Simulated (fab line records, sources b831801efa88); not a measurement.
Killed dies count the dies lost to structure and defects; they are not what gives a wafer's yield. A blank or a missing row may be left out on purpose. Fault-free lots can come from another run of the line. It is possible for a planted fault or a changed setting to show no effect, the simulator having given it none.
A struck lot beside a sound one || flow sky130 || 15 steps out of a route of 708
Sound: wafers L166.1, L166.4, L166.6. Struck: wafers L172.1, L172.3, L172.5. The cause comes at the end.
Order at every step that has rows: each side's tool, ch and its chambers, its first start. Under that, the readings that differ: sound wafers || struck wafers || difference of the means || sigmas: that difference in standard deviations of wafers without a fault.
alike: readings with means less than 2 such deviations apart, plus words and numbers identical on both sides. not compared: withheld readings, readings lacking a value on some wafer, bounds such as >300 that could conceal the same value, and numbers that have no deviation in the record and whose values overlap.
The two part at a step that has a row with sigmas, a row that says differs or no value, or rows on one side only. When numbers do not overlap yet have no deviation, they are printed without sigmas and do not part them. A reading that every wafer of one side lacks parts them only if that side has two wafers or more.

SKY_METAL1_SPUTTER_02: material AlCu, target thk 250 nm, time 13.3 s.
  sound on pvdSputter-04, day 33 01:17; struck on pvdSputter-03, day 34 21:48
  alike: throttleValvePct
SKY_METAL1_SPUTTER_03: material Ti, target thk 5 nm, time 3.3 s.
  sound on pvdSputter-04, day 33 01:18; struck on pvdSputter-03, day 34 21:49
  alike: throttleValvePct
SKY_METAL1_SPUTTER_04: material TiN, target thk 70 nm, time 58.3 s.
  sound on pvdSputter-04, day 33 01:19; struck on pvdSputter-03, day 34 21:50
  alike: throttleValvePct
SKY_METAL1_RS_MEAS_05: uses a four-point probe to measure.
  sound on filmMetro-04, day 33 01:22; struck on filmMetro-04, day 34 21:53
  alike: METAL1_ALCU_RS
SKY_METAL1_THK_MEAS_06: measures by xrf.
  sound on filmMetro-04, day 33 01:29; struck on filmMetro-04, day 34 22:01
  alike: METAL1_ALCU_THK
then, 7 steps without rows for these wafers: SKY_METAL1_DEHYDRATE_07 (time 60 s); SKY_METAL1_HMDS_08 (prime time 60 s); SKY_METAL1_COAT_09 (resist thk 60 nm); SKY_METAL1_COAT_10 (resist thk 450 nm); SKY_METAL1_SOFTBAKE_11 (time 90 s); SKY_METAL1_EXPOSE_12 (exposes mask MM1, target cd 140 nm); SKY_METAL1_PEB_13.
SKY_METAL1_DEVELOP_14: develop time 60 s.
  sound on lithoTrack-01 ch 0, day 34 03:00; struck on lithoTrack-03 ch 0, day 35 23:00
{"reading": "developerTempC (C)", "sound": "21.03 21.00 21.15", "struck": "20.28 20.33 20.42", "difference": -0.72, "sigmas": -7}
SKY_METAL1_CD_MEAS_15: target cd 140 nm.
  sound on cdSem-02, day 34 04:09; struck on cdSem-02, day 35 23:59
  alike: cdNm
-- the record jumps here: 12 days lie between the struck wafers' starts before and after (it left off in module METAL1 and takes up again in module PAD_OPEN, whose first step shown is number 708 of the route) --
SKY_PAD_OPEN_PROBE_99:
  sound on prober-01, day 46 23:26; struck on prober-02, day 48 07:27
  alike: defectLimitedYield, killed_at_M0_to_M3, killed_at_M4_up, killedAtContacts, killedAtFrontEnd, killedAtOther, killedDies, killedOpen, killedShort, sort_bin_3_pad_short, sort_bin_5_function, sort_bin_6_memory, sortNPass, sortYieldPct

WHERE THEY PART
SKY_METAL1_DEVELOP_14 only, going by this record. Later steps at which nothing parts them and some readings are alike: SKY_METAL1_CD_MEAS_15, SKY_PAD_OPEN_PROBE_99.

WHY: whatever the simulator had introduced
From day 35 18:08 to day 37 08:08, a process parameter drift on lithoTrack-03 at SKY_METAL1_DEVELOP_14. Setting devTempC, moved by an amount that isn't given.
